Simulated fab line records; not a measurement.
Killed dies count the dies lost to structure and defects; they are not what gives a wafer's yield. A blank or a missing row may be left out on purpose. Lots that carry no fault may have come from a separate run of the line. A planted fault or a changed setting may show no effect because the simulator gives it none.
Code-filled problem report in 8D (eight disciplines) form || flow sky130 || the parts of the form that need people (team, actions taken, sign-off) are left out

== 1. WHAT IS WRONG ==
VIA1_HDPCVD_THK at SKY_VIA1_THK_MEAS_01 reads a mean of 518 nm on 2 wafers of 2 lots; wafers without a fault read 1033 nm with a standard deviation of 9.5. That is -54 standard deviations from the usual mean.
First observed at day 38 08:11: wafer L388.4, on film metro-03. At this step, 39 wafers from 13 lots have a number in the record. The rule behind "out" and "out of limits": a value lying over 4 standard deviations away from the usual mean. Any other wafer with a number is counted as sound.

== 2. WHAT IT IS; WHAT IT IS NOT ==
{"question": "which readings at this step", "is": "VIA1_HDPCVD_THK", "is not": "-"}
{"question": "which lots", "is": "L388, L391", "is not": "L373, L374, L375, L376, L377, L379, L381, L386, L392, L393, L394"}
{"question": "which wafers of those lots", "is": "L388.4, L391.3", "is not": "L388.1, L388.6, L391.2, L391.6"}
{"question": "read on which gauges", "is": "film metro-03", "is not": "film metro-01, film metro-02"}
{"question": "when", "is": "from day 38 08:11", "is not": "up to then (26 sound wafers); but 11 sound wafers of L391, L392, L393, L394 came after"}

== 3. SUSPECTS, AND WHAT RULES EACH OUT ==
Counting: a tool at a process step up to the reading stays a suspect if it ran every lot that is out. Sound lots after the first of them don't rule it out here, since some wafers of a struck lot are sound.
- the gauge at SKY_VIA1_THK_MEAS_01 has been ruled out. All the wafers that are out were read on film metro-03, but those of them that SKY_VIA1_HDPCVD_00 has rows for are out there too, on other tools.
- hdpcvd-02 at SKY_VIA1_HDPCVD_00 (deposits SiO2, target thk 1030 nm, time 171.7 s): kept. Ran every lot that is out, first one L388 (day 38 08:04); last sound lot up to then L386 (day 37 07:01). Its own sih4 flow sccm readings are out on those wafers.
- hdpcvd-02, SKY_VIA1_HDPCVD_00: wafers that are out in chamber 0, sound lot-mates in chambers 1, 2.
The count leaves hdpcvd-02 at SKY_VIA1_HDPCVD_00.

== 4. THE CAUSE (what the simulator had put in) ==
hdpcvd-02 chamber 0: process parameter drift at SKY_VIA1_HDPCVD_00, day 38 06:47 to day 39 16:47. The setting sih4 flow sccm was moved by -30, starting from 60. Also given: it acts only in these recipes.
The count eliminated every tool but this one.

== 5. THE EFFECT CHAIN, in route order ==
One row per reading whose mean, taken over the struck wafers that have a number, lies over 3 standard deviations from the usual. Only readings whose record carries a usual standard deviation are examined. hours: median over the lots of the time between each lot's start at the first step of this table that gives one and its start at this step. sigmas: the change, counted in usual standard deviations.
{"hours": 0, "step": "SKY_VIA1_HDPCVD_00", "reading": "sih4 flow sccm", "usual": "59.98 sccm", "on struck wafers": 30.10, "change": -29.88, "sigmas": "-99 or more"}
{"hours": 0, "step": "SKY_VIA1_THK_MEAS_01", "reading": "VIA1_HDPCVD_THK", "usual": "1033 nm", "on struck wafers": 518, "change": -516, "sigmas": -54}
Here are the process steps it includes:
- SKY_VIA1_HDPCVD_00: deposits SiO2, target thk 1030 nm, time 171.7 s.

== 6. HOW IT WOULD HAVE BEEN CAUGHT EARLIER ==
In this record the first reading out of limits at a measuring or inspecting step was taken at day 38 08:11, 1 hour after the fault began at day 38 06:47.
At SKY_VIA1_HDPCVD_00, the tool's own readings (sih4 flow sccm) were out on each struck wafer the step has a row for, so an alarm limit on them would have fired on the first such wafer.
Lots out: 2; of these, L391 started SKY_VIA1_HDPCVD_00 on hdpcvd-02 after day 38 08:11. Holding the tool at that time would have saved it.
